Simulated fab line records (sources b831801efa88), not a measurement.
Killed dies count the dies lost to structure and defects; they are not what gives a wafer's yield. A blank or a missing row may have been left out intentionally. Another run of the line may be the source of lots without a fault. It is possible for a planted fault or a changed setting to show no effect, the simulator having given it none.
fab line records -- flow sky130
[record] lots = 6, wafers = 18, last_day = 50
route steps=708 shown VIA1@472 METAL2@483 PAD_OPEN@708
lots with no fault: from the same line, run without faults
start_h: hours from the record's first day to the start of the lot's first wafer shown -- wait_h: hours elapsed since this lot's preceding step -- " same as the row above -- L1.1+2: a single row standing in for several wafers -- - no value, or no start given -- * or withheld: withheld -- < > ~ a bound
route shown NAME@n: names a module that has steps shown in the file, with the first one's number in the route -- usual: mean/standard deviation of fault-free wafers -- same: alike in all rows -- chamber/n: place in a boat -- sites: readings site by site -- _std_site: the standard deviation of these -- _edge_site: the outer-site mean with the inner-site mean subtracted -- radius_mm: for every site, how far away it sits from the centre of the wafer -- mask NAME#n: copy n -- behind: the most recent tool/chamber to have shaped the wafer -- hold: why the lot was held/for how many hours/how that ended -- device: names the non-switching transistor (n, p or np) -- end of line: tests run on the same wafers once the route is complete -- where a step has no rows: the recipe by itself -- killed: at the first sort, the dies lost to defects and structure; wafer yield is something else -- map: dies across one wafer; x = killed, . = not, _ = none there
set.NAME: the setting as run; set.NAME@STEP: as run at that earlier step -- model.NAME: the simulator's own value behind a step, which no gauge read
lots seen at some steps along the route; tables by step, rows by wafer
services: from which hour (start_h, from the record's first day; less than 0 if before it) a tool's chamber was out of use, for how many hours, and why
[[steps]]
[step SKY_VIA1_ETCH_14]
[recipe] chemistry = N2/H2, target = BARC, ion_energy_ev = 200, source_w = 500, bias_w = 100, pressure_mtorr = 30, n2_flow_sccm = 100, h2_flow_sccm = 200, stop_on = SiO2, time_s = 45.9, target_depth_a = 600
[usual] bias_w = 100.1/0.3, drypump_motor_current_A = 5.8/0.38, oes_product_au = 0.854/0.0046, throttle_valve_pct = 13.225/0.0078
lot.wafer,tool,chamber,start_h,wait_h,bias_w,drypump_motor_current_A,oes_product_au,rf_hours_counter_h,throttle_valve_pct
L820.2,rie_diel-01,2,798.60,0.0,100.3,6.0,0.841,6,13.234
L820.4,rie_diel-01,3,798.60,0.0,100.2,5.4,0.860,6,13.229
L820.5,rie_diel-01,1,798.60,0.0,99.8,5.7,0.855,-,13.226
L826.2,rie_diel-03,1,857.85,0.0,100.0,5.5,0.859,26,13.231
L826.3,rie_diel-03,0,857.85,0.0,100.4,5.9,0.851,6,13.232
L826.6,rie_diel-03,3,857.85,0.0,100.2,6.6,0.857,-,13.238
L828.2,rie_diel-04,3,868.90,0.0,99.4,5.6,0.863,4,13.217
L828.3,rie_diel-04,0,868.90,0.0,99.9,6.3,0.856,7,13.225
L828.6,rie_diel-04,1,868.90,0.0,99.9,5.4,0.849,-,13.226
L832.1,rie_diel-01,3,901.31,0.0,100.4,5.4,0.847,9,13.223
L832.2,rie_diel-01,2,901.31,0.0,100.5,6.0,0.856,9,13.219
L832.5,rie_diel-01,1,901.31,0.0,99.7,5.7,0.851,-,13.208
L833.2,rie_diel-01,0,915.85,0.0,99.7,5.5,0.845,6,13.209
L833.4,rie_diel-01,1,915.85,0.0,100.2,5.7,0.852,15,13.219
L833.6,rie_diel-01,3,915.85,0.0,99.7,5.4,0.848,-,13.223
L841.4,rie_diel-03,3,970.21,0.0,100.0,6.6,0.855,17,13.230
L841.5,rie_diel-03,0,970.21,0.0,99.7,5.9,0.859,-,13.242
L841.6,rie_diel-03,3,970.21,0.0,100.2,6.6,0.855,-,13.211
[step SKY_VIA1_ETCH_15]
[recipe] target = SiO2, chemistry = C4F8/O2/Ar, target_depth_nm = 351, stop_on = TiN, mask_material = KrF-thick, source_w = 1500, bias_w = 1200, pressure_mtorr = 40, c4f8_flow_sccm = withheld, O2_flow_sccm = 6, Ar_flow_sccm = 300, time_s = 54
[step SKY_VIA1_STRIP_16]
[recipe] chemistry = O2/N2, power_w = 1400, pressure_mtorr = 1500, platen_temp_c = withheld, o2_flow_sccm = 3000, n2_flow_sccm = 300, overash_fraction = 0.5
[step SKY_VIA1_STRIP_17]
[recipe] chemistry = post_etch_residue_remover, time_s = 1200, temp_c = 72.5
[step SKY_VIA1_CLEAN_18]
[recipe] chemistry = IPA, time_s = 180, temp_c = 25
[step SKY_VIA1_CLEAN_19]
[recipe] chemistry = O3/DIW, dry = n2_spin
[step SKY_VIA1_SPUTTER_20]
[recipe] material = TiN, target_thk_nm = 20, chamber_pressure_pa = 5, power_w = 4000, time_s = 80
[step SKY_VIA1_CVD_21]
[recipe] material = W, target_thk_nm = 270, time_s = 80.902, temp_c = 400, pressure_torr = 40
[usual] heater_power_w = 888/28
lot.wafer,tool,chamber,start_h,wait_h,heater_power_w
L820.2,cvd_w-02,0,799.36,0.0,850
L820.4,cvd_w-02,1,799.36,0.0,863
L820.5,cvd_w-02,1,799.36,0.0,892
L826.2,cvd_w-01,0,858.64,0.0,925
L826.3,cvd_w-01,0,858.64,0.0,911
L826.6,cvd_w-01,0,858.64,0.0,930
L828.2,cvd_w-01,0,869.65,0.0,928
L828.3,cvd_w-01,1,869.65,0.0,917
L828.6,cvd_w-01,1,869.65,0.0,917
L832.1,cvd_w-01,1,902.05,0.0,934
L832.2,cvd_w-01,0,902.05,0.0,887
L832.5,cvd_w-01,1,902.05,0.0,915
L833.2,cvd_w-02,0,917.03,0.0,866
L833.4,cvd_w-02,1,917.03,0.0,897
L833.6,cvd_w-02,0,917.03,0.0,892
L841.4,cvd_w-02,1,970.98,0.1,901
L841.5,cvd_w-02,1,970.98,0.1,868
L841.6,cvd_w-02,0,970.98,0.1,881
[step SKY_VIA1_RS_MEAS_22]
[recipe] thk_meas_gauge = four-point-probe, reads = W_of_VIA1_CVD_21+TiN_of_VIA1_SPUTTER_20
[usual] VIA1_W_RS = 0.424/0.0072
lot.wafer,tool,chamber,start_h,wait_h,VIA1_W_RS[ohm/sq]
L820.2,film_metro-02,-,799.47,0.1,0.432
L820.4,film_metro-02,-,799.47,0.1,0.419
L820.5,film_metro-02,-,799.47,0.1,0.414
L826.2,film_metro-02,-,858.75,0.1,0.424
L826.3,film_metro-02,-,858.75,0.1,0.421
L826.6,film_metro-02,-,858.75,0.1,0.418
L828.2,film_metro-02,-,869.76,0.1,0.427
L828.3,film_metro-02,-,869.76,0.1,0.423
L828.6,film_metro-02,-,869.76,0.1,0.423
L832.1,film_metro-01,-,902.14,0.1,0.425
L832.2,film_metro-01,-,902.14,0.1,0.431
L832.5,film_metro-01,-,902.14,0.1,0.424
L833.2,film_metro-04,-,917.14,0.1,0.433
L833.4,film_metro-04,-,917.14,0.1,0.420
L833.6,film_metro-04,-,917.14,0.1,0.435
L841.4,film_metro-04,-,971.10,0.1,0.420
L841.5,film_metro-04,-,971.10,0.1,0.424
L841.6,film_metro-04,-,971.10,0.1,0.431
[step SKY_VIA1_THK_MEAS_23]
[recipe] thk_meas_gauge = xrf, reads = W_of_VIA1_CVD_21
[usual] VIA1_W_THK = 273/4.5
lot.wafer,tool,chamber,start_h,wait_h,VIA1_W_THK[nm]
L820.2,film_metro-02,-,799.58,0.1,268
L820.4,film_metro-02,-,799.58,0.1,278
L820.5,film_metro-02,-,799.58,0.1,280
L826.2,film_metro-02,-,858.86,0.1,272
L826.3,film_metro-02,-,858.86,0.1,276
L826.6,film_metro-02,-,858.86,0.1,277
L828.2,film_metro-02,-,869.87,0.1,274
L828.3,film_metro-02,-,869.87,0.1,275
L828.6,film_metro-02,-,869.87,0.1,276
L832.1,film_metro-01,-,902.26,0.1,272
L832.2,film_metro-01,-,902.26,0.1,268
L832.5,film_metro-01,-,902.26,0.1,272
L833.2,film_metro-04,-,917.25,0.1,267
L833.4,film_metro-04,-,917.25,0.1,277
L833.6,film_metro-04,-,917.25,0.1,266
L841.4,film_metro-04,-,971.19,0.1,276
L841.5,film_metro-04,-,971.19,0.1,273
L841.6,film_metro-04,-,971.19,0.1,268
[step SKY_VIA1_CMP_24]
[recipe] stop_on = SiO2, t_overpolish_s = 15, down_force_psi = 3.5, platen_rpm = 60, target_thk_nm = 0, pad_velocity_m_s = 0.94248
[usual] motor_current_A = 10.4/0.87, overpolish_run_s = 15.001/0.009, time_to_endpoint_s = 66/4.7
[same] t_overpolish_s = 15
lot.wafer,tool,chamber,start_h,wait_h,motor_current_A,overpolish_run_s,time_to_endpoint_s
L820.4,cmp-01,3,799.63,0.0,10.4,14.985,65
L820.2,cmp-01,1,799.63,0.0,8.6,15.024,67
L820.5,cmp-01,3,799.63,0.0,10.2,15.000,69
L826.2,cmp-01,1,859.01,0.1,8.1,14.999,73
L826.3,cmp-01,2,859.01,0.1,11.0,15.011,69
L826.6,cmp-01,3,859.01,0.1,10.4,15.011,73
L828.2,cmp-01,3,869.92,0.0,10.1,15.004,73
L828.3,cmp-01,0,869.92,0.0,9.7,15.002,66
L828.6,cmp-01,0,869.92,0.0,10.2,15.000,69
L832.2,cmp-02,2,902.32,0.0,10.7,15.006,60
L832.1,cmp-02,1,902.32,0.0,11.1,14.972,65
L832.5,cmp-02,2,902.32,0.0,11.2,14.990,62
L833.2,cmp-01,2,917.35,0.1,11.5,15.000,63
L833.4,cmp-01,0,917.35,0.1,10.6,15.010,64
L833.6,cmp-01,1,917.35,0.1,8.5,15.010,71
L841.4,cmp-01,2,971.22,0.0,11.9,15.000,68
L841.5,cmp-01,2,971.22,0.0,12.4,14.999,68
L841.6,cmp-01,3,971.22,0.0,9.9,15.002,72
[step SKY_METAL2_SPUTTER_00]
[recipe] material = Ti, target_thk_nm = 15, power_w = 3000, time_s = 10, chamber_pressure_pa = 0.4
[usual] cathode_dc_power_W = 3000.0/0.5, chamber_pressure_pa = 0.4000/0.00071, throttle_valve_pct = 30.3/0.89
lot.wafer,tool,chamber,start_h,wait_h,cathode_dc_power_W,chamber_pressure_pa,throttle_valve_pct
L820.2,pvd_sputter-01,-,799.93,0.1,2999.4,0.4003,30.1
L820.4,pvd_sputter-01,-,799.93,0.1,3000.0,0.3995,30.8
L820.5,pvd_sputter-01,-,799.93,0.1,3000.4,0.4005,28.5
L826.2,pvd_sputter-04,-,859.21,0.1,3000.2,0.4000,31.1
L826.3,pvd_sputter-04,-,859.21,0.1,2999.8,0.3994,29.8
L826.6,pvd_sputter-04,-,859.21,0.1,3000.8,0.3989,30.4
L828.2,pvd_sputter-04,-,870.22,0.2,2999.7,0.4001,30.5
L828.3,pvd_sputter-04,-,870.22,0.2,2999.6,0.4006,29.7
L828.6,pvd_sputter-04,-,870.22,0.2,2999.4,0.3997,31.1
L832.1,pvd_sputter-01,-,902.62,0.1,3000.4,0.4003,30.8
L832.2,pvd_sputter-01,-,902.62,0.1,2999.4,0.3985,28.4
L832.5,pvd_sputter-01,-,902.62,0.1,3000.4,0.4008,30.8
L833.2,pvd_sputter-03,-,917.60,0.2,2999.8,0.4005,30.7
L833.4,pvd_sputter-03,-,917.60,0.2,2999.9,0.3987,29.7
L833.6,pvd_sputter-03,-,917.60,0.2,2999.9,0.3993,29.8
L841.4,pvd_sputter-04,-,971.52,0.2,2998.9,0.4010,30.5
L841.5,pvd_sputter-04,-,971.52,0.2,3000.7,0.3991,30.1
L841.6,pvd_sputter-04,-,971.52,0.2,2999.4,0.4000,31.0
[step SKY_METAL2_SPUTTER_01]
[recipe] material = TiN, target_thk_nm = 20, power_w = 6500, time_s = 16.7, chamber_pressure_pa = 0.4
[usual] cathode_dc_power_W = 6500.0/1.2, chamber_pressure_pa = 0.4000/0.00076, throttle_valve_pct = 30.3/0.89
lot.wafer,tool,chamber,start_h,wait_h,cathode_dc_power_W,chamber_pressure_pa,throttle_valve_pct,model.TiN_of_METAL2_SPUTTER_01.thk_nm
L820.2,pvd_sputter-01,-,799.95,0.0,6499.5,0.4009,30.7,19.8
L820.4,pvd_sputter-01,-,799.95,0.0,6501.6,0.3997,30.9,19.42
L820.5,pvd_sputter-01,-,799.95,0.0,6501.0,0.4003,28.8,19.6
L826.2,pvd_sputter-04,-,859.23,0.0,6499.7,0.2832,37.2,21.38
L826.3,pvd_sputter-04,-,859.23,0.0,6497.0,0.2821,35.7,21.42
L826.6,pvd_sputter-04,-,859.23,0.0,6500.4,0.2827,36.5,20.72
L828.2,pvd_sputter-04,-,870.25,0.0,6498.7,0.2819,36.3,20.92
L828.3,pvd_sputter-04,-,870.25,0.0,6501.3,0.2840,35.6,21.31
L828.6,pvd_sputter-04,-,870.25,0.0,6500.2,0.2841,37.2,21.52
L832.1,pvd_sputter-01,-,902.65,0.0,6500.7,0.3993,31.2,19.36
L832.2,pvd_sputter-01,-,902.65,0.0,6499.8,0.3992,28.6,19.91
L832.5,pvd_sputter-01,-,902.65,0.0,6498.5,0.3999,30.8,19.57
L833.2,pvd_sputter-03,-,917.62,0.0,6500.0,0.3999,30.7,19.74
L833.4,pvd_sputter-03,-,917.62,0.0,6498.5,0.4010,29.5,19.95
L833.6,pvd_sputter-03,-,917.62,0.0,6500.1,0.4009,29.7,20
L841.4,pvd_sputter-04,-,971.54,0.0,6499.2,0.4013,30.3,19.48
L841.5,pvd_sputter-04,-,971.54,0.0,6500.6,0.3997,29.9,20.33
L841.6,pvd_sputter-04,-,971.54,0.0,6499.0,0.4000,31.3,20.58
[step SKY_METAL2_SPUTTER_02]
[recipe] material = AlCu, target_thk_nm = 250, power_w = 10600, time_s = 13.3, chamber_pressure_pa = 0.4
[usual] cathode_dc_power_W = 10600/1.9, chamber_pressure_pa = 0.4000/0.00082, throttle_valve_pct = 30.3/0.9
lot.wafer,tool,chamber,start_h,wait_h,cathode_dc_power_W,chamber_pressure_pa,throttle_valve_pct
L820.2,pvd_sputter-01,-,799.98,0.0,10600,0.4003,30.5
L820.4,pvd_sputter-01,-,799.98,0.0,10599,0.4002,30.9
L820.5,pvd_sputter-01,-,799.98,0.0,10599,0.4000,28.5
L826.2,pvd_sputter-04,-,859.26,0.0,10600,0.4015,31.5
L826.3,pvd_sputter-04,-,859.26,0.0,10600,0.4010,30.0
L826.6,pvd_sputter-04,-,859.26,0.0,10600,0.4010,30.4
L828.2,pvd_sputter-04,-,870.27,0.0,10602,0.4005,30.3
L828.3,pvd_sputter-04,-,870.27,0.0,10599,0.3997,30.0
L828.6,pvd_sputter-04,-,870.27,0.0,10598,0.4000,31.3
L832.1,pvd_sputter-01,-,902.67,0.0,10603,0.3992,31.3
L832.2,pvd_sputter-01,-,902.67,0.0,10601,0.4000,28.7
L832.5,pvd_sputter-01,-,902.67,0.0,10604,0.3993,31.1
L833.2,pvd_sputter-03,-,917.65,0.0,10601,0.3999,30.5
L833.4,pvd_sputter-03,-,917.65,0.0,10600,0.3995,29.9
L833.6,pvd_sputter-03,-,917.65,0.0,10601,0.3985,29.7
L841.4,pvd_sputter-04,-,971.57,0.0,10599,0.3987,30.4
L841.5,pvd_sputter-04,-,971.57,0.0,10600,0.4001,29.7
L841.6,pvd_sputter-04,-,971.57,0.0,10599,0.4012,31.3
[step SKY_PAD_OPEN_PROBE_99]
[usual] defect_limited_yield = 82.4/1.9, killed_at_M0_to_M3 = 44/7.2, killed_at_M4_up = 3.1/1.8, killed_at_contacts = 25/5.2, killed_at_front_end = 15/3.9, killed_at_other = 0.2/0.5, killed_dies = 86/9.5, killed_open = 47/7.3, killed_short = 40/6, sort_bin_3_pad_short = 0.8/0.44, sort_bin_5_function = 10.4/1.5, sort_bin_6_memory = 6.3/1.1, sort_n_pass = 406/9.5, sort_yield_pct = 82.4/1.9
[same] gross_dies = 492, killed_at_back_side = 0, sort_bin_4_leakage[%] = 0, sort_bin_8_speed[%] = 0
lot.wafer,tool,chamber,start_h,wait_h,defect_limited_yield[%],killed_at_M0_to_M3,killed_at_M4_up,killed_at_contacts,killed_at_front_end,killed_at_other,killed_dies,killed_open,killed_short,sort_bin_3_pad_short[%],sort_bin_5_function[%],sort_bin_6_memory[%],sort_n_pass,sort_yield_pct[%]
L820.2,prober-02,-,1078.63,0.1,79.5,52,4,23,22,0,101,53,48,1.0,12.6,6.9,391,79.5
L820.4,prober-02,-,1078.73,0.2,79.9,55,5,23,15,1,99,51,48,0.8,12.4,6.9,393,79.9
L820.5,prober-02,-,1078.78,0.2,85.2,37,5,21,10,0,73,33,40,0.6,9.8,4.5,419,85.2
L826.2,prober-01,-,1126.04,0.1,81.5,49,3,27,12,0,91,52,39,0.6,11.8,6.1,401,81.5
L826.3,prober-01,-,1126.09,0.2,84.6,39,2,25,10,0,76,36,40,1.2,9.6,4.7,416,84.6
L826.6,prober-01,-,1126.24,0.2,82.7,36,5,29,14,1,85,45,40,1.0,9.3,6.9,407,82.7
L828.2,prober-01,-,1134.87,0.1,85.2,35,4,20,14,0,73,33,40,0.8,8.3,5.7,419,85.2
L828.3,prober-01,-,1134.92,0.2,84.3,39,2,27,9,0,77,41,36,0.2,10.0,5.5,415,84.3
L828.6,prober-01,-,1135.07,0.2,83.9,37,4,25,13,0,79,48,31,0.4,10.8,4.9,413,83.9
L832.1,prober-01,-,1157.89,0.1,78.9,58,1,32,12,1,104,63,41,0.6,11.8,8.7,388,78.9
L832.2,prober-01,-,1157.94,0.1,80.3,43,4,31,19,0,97,53,44,0.6,11.0,8.1,395,80.3
L832.5,prober-01,-,1158.09,0.2,80.1,52,1,27,18,0,98,59,39,0.6,11.8,7.5,394,80.1
L833.2,prober-02,-,1168.33,0.1,83.3,47,1,25,9,0,82,47,35,0.2,10.2,6.3,410,83.3
L833.4,prober-02,-,1168.43,0.2,80.3,42,4,27,24,0,97,56,41,1.2,11.4,7.1,395,80.3
L833.6,prober-02,-,1168.53,0.2,82.3,39,3,29,16,0,87,43,44,1.4,8.9,7.3,405,82.3
L841.4,prober-01,-,1203.44,0.2,81.1,52,3,22,15,1,93,46,47,1.0,12.2,5.7,399,81.1
L841.5,prober-01,-,1203.49,0.2,82.7,48,2,21,14,0,85,37,48,1.2,9.8,6.3,407,82.7
L841.6,prober-01,-,1203.54,0.2,81.7,50,1,25,14,0,90,44,46,1.6,9.1,7.5,402,81.7
// killed by level:class
L820.2 VIA1:geometric_particle:open=11 METAL2:geometric_particle:short=9 LI_CONTACT:geometric_particle:open=8 VIA3:geometric_particle:open=8 FIELD_ISO:geometric_particle:open=7 VIA1:geometric_particle:short=6 VIA2:geometric_particle:open=6 CONTACT:geometric_particle:short=5
L820.4 VIA1:geometric_particle:open=16 VIA2:geometric_particle:open=8 METAL2:geometric_particle:short=8 CONTACT:geometric_particle:open=7 VIA3:geometric_particle:open=6 VIA1:geometric_particle:short=6 FIELD_ISO:geometric_particle:short=5 METAL4:geometric_particle:short=5
L820.5 VIA3:geometric_particle:open=8 CONTACT:geometric_particle:short=8 VIA1:geometric_particle:open=6 METAL2:geometric_particle:short=6 LI_CONTACT:geometric_particle:open=5 POLY_GATE:geometric_particle:short=4 CONTACT:geometric_particle:open=4 METAL1:geometric_particle:short=4
L826.2 VIA1:geometric_particle:open=12 VIA2:geometric_particle:open=8 FIELD_ISO:geometric_particle:short=7 METAL1:geometric_particle:short=7 CONTACT:geometric_particle:open=7 LI_CONTACT:geometric_particle:open=6 CONTACT:geometric_particle:short=6 VIA3:geometric_particle:open=6
L826.3 CONTACT:geometric_particle:open=10 LOCAL_INTERCONNECT:geometric_particle:short=6 VIA1:geometric_particle:open=6 METAL2:geometric_particle:short=6 CONTACT:geometric_particle:short=5 METAL1:geometric_particle:open=5 VIA2:geometric_particle:open=4 METAL3:geometric_particle:short=4
L826.6 VIA1:geometric_particle:open=10 CONTACT:geometric_particle:open=9 FIELD_ISO:geometric_particle:short=8 CONTACT:geometric_particle:short=8 LI_CONTACT:geometric_particle:open=7 VIA3:geometric_particle:open=6 METAL3:geometric_particle:short=5 VIA2:geometric_particle:open=4
L828.2 LI_CONTACT:geometric_particle:open=8 FIELD_ISO:geometric_particle:short=6 VIA1:geometric_particle:open=6 VIA2:geometric_particle:open=6 CONTACT:geometric_particle:open=5 VIA1:geometric_particle:short=5 LOCAL_INTERCONNECT:geometric_particle:short=4 METAL1:geometric_particle:short=4
L828.3 LI_CONTACT:geometric_particle:open=10 CONTACT:geometric_particle:open=8 METAL1:geometric_particle:short=8 VIA3:geometric_particle:open=8 LI_CONTACT:geometric_particle:short=5 VIA1:geometric_particle:open=5 VIA1:geometric_particle:short=5 FIELD_ISO:geometric_particle:open=4
L828.6 CONTACT:geometric_particle:open=10 VIA1:geometric_particle:open=9 VIA2:geometric_particle:open=9 FIELD_ISO:geometric_particle:open=5 LI_CONTACT:geometric_particle:open=5 LOCAL_INTERCONNECT:geometric_particle:short=5 VIA2:geometric_particle:short=4 METAL1:geometric_particle:short=4
L832.1 VIA1:geometric_particle:open=18 LI_CONTACT:geometric_particle:open=10 VIA3:geometric_particle:open=10 CONTACT:geometric_particle:open=9 CONTACT:geometric_particle:short=7 VIA2:geometric_particle:short=7 LOCAL_INTERCONNECT:geometric_particle:short=5 VIA1:geometric_particle:short=5
L832.2 VIA1:geometric_particle:open=11 CONTACT:geometric_particle:open=10 LI_CONTACT:geometric_particle:open=9 VIA2:geometric_particle:open=8 METAL1:geometric_particle:short=7 FIELD_ISO:geometric_particle:open=6 LOCAL_INTERCONNECT:geometric_particle:short=5 VIA1:geometric_particle:short=5
L832.5 VIA1:geometric_particle:open=19 CONTACT:geometric_particle:open=8 CONTACT:geometric_particle:short=6 LI_CONTACT:geometric_particle:open=6 VIA3:geometric_particle:open=6 METAL1:geometric_particle:short=6 VIA1:geometric_particle:short=6 FIELD_ISO:geometric_particle:open=5
L833.2 VIA3:geometric_particle:open=10 CONTACT:geometric_particle:open=9 VIA1:geometric_particle:open=6 METAL1:geometric_particle:short=6 LOCAL_INTERCONNECT:geometric_particle:short=5 METAL2:geometric_particle:short=5 VIA2:geometric_particle:open=5 LI_CONTACT:geometric_particle:open=4
L833.4 CONTACT:geometric_particle:open=13 VIA1:geometric_particle:open=9 POLY_GATE:geometric_particle:open=9 VIA3:geometric_particle:open=7 FIELD_ISO:geometric_particle:short=6 VIA2:geometric_particle:open=6 METAL2:geometric_particle:short=5 POLY_GATE:geometric_particle:short=4
L833.6 CONTACT:geometric_particle:open=10 VIA1:geometric_particle:open=8 METAL2:geometric_particle:short=8 FIELD_ISO:geometric_particle:open=6 LI_CONTACT:geometric_particle:open=6 VIA1:geometric_particle:short=6 FIELD_ISO:geometric_particle:short=5 LOCAL_INTERCONNECT:geometric_particle:short=5
L841.4 VIA1:geometric_particle:open=12 CONTACT:geometric_particle:open=8 METAL2:geometric_particle:short=8 VIA2:geometric_particle:open=8 VIA1:geometric_particle:short=7 LI_CONTACT:geometric_particle:open=7 FIELD_ISO:geometric_particle:short=6 VIA3:geometric_particle:short=6
L841.5 VIA1:geometric_particle:open=12 VIA3:geometric_particle:short=10 METAL2:geometric_particle:short=7 POLY_GATE:geometric_particle:short=5 LI_CONTACT:geometric_particle:open=5 FIELD_ISO:geometric_particle:open=4 CONTACT:geometric_particle:short=4 LOCAL_INTERCONNECT:geometric_particle:short=4
L841.6 CONTACT:geometric_particle:open=12 VIA1:geometric_particle:open=8 VIA3:geometric_particle:open=8 METAL1:geometric_particle:short=7 VIA1:geometric_particle:short=7 FIELD_ISO:geometric_particle:short=6 LI_CONTACT:geometric_particle:open=5 METAL2:geometric_particle:short=5
[[services]]
tool,chamber,start_h,hours,kind
rie_diel-01,1,781.26,4.7,repair
cmp-01,-,782.77,6.5,pm
cvd_w-01,0,808.75,2.4,repair
cmp-02,-,825.01,0.3,repair
cmp-01,-,828.08,0.4,repair
cvd_w-01,-,828.93,0.9,repair
cmp-01,-,840.32,3.9,repair
cvd_w-02,1,844.92,16.4,repair
cmp-02,-,858.69,2.2,repair
rie_diel-04,2,863.49,8.6,repair
rie_diel-01,1,878.10,1.7,repair
rie_diel-04,0,882.02,5.0,repair
rie_diel-04,1,886.93,14.7,repair
rie_diel-03,1,890.19,7.6,repair
rie_diel-03,2,898.96,46.7,repair
cvd_w-01,-,904.00,14.0,pm
pvd_sputter-04,-,904.86,0.8,repair
cmp-02,-,908.55,2.2,repair
cmp-02,-,920.52,1.4,repair
cmp-01,-,922.82,4.0,pm
rie_diel-01,1,939.36,1.3,repair
pvd_sputter-01,-,944.39,1.8,repair
pvd_sputter-04,-,959.22,0.5,repair
cvd_w-02,0,963.70,3.2,repair
[[key]]
[first_sign] step = SKY_METAL2_SPUTTER_01, reading = chamber_pressure_pa, direction = down, sigmas = 99+, usual = 0.4000, struck = 0.2830
[effect] step = SKY_METAL2_SPUTTER_01, reading = throttle_valve_pct, direction = up, sigmas = 6.8, usual = 30.3, struck = 36.4
[model_effect] step = SKY_METAL2_SPUTTER_01, value = TiN_of_METAL2_SPUTTER_01.thk_nm, without = 20.32, struck = 21.21
met_at SKY_METAL2_SPUTTER_01
struck_wafers L826.2,L826.3,L826.6,L828.2,L828.3,L828.6
[fault] kind = process_parameter_drift, tool = pvd_sputter-04, chamber = -, onset_h = 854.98, steps = SKY_METAL2_SPUTTER_01, channel = chamber_pressure_pa, offset = -0.11701, shape = step, end_h = 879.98, acts_in = these_recipes_only, stated = 0.4
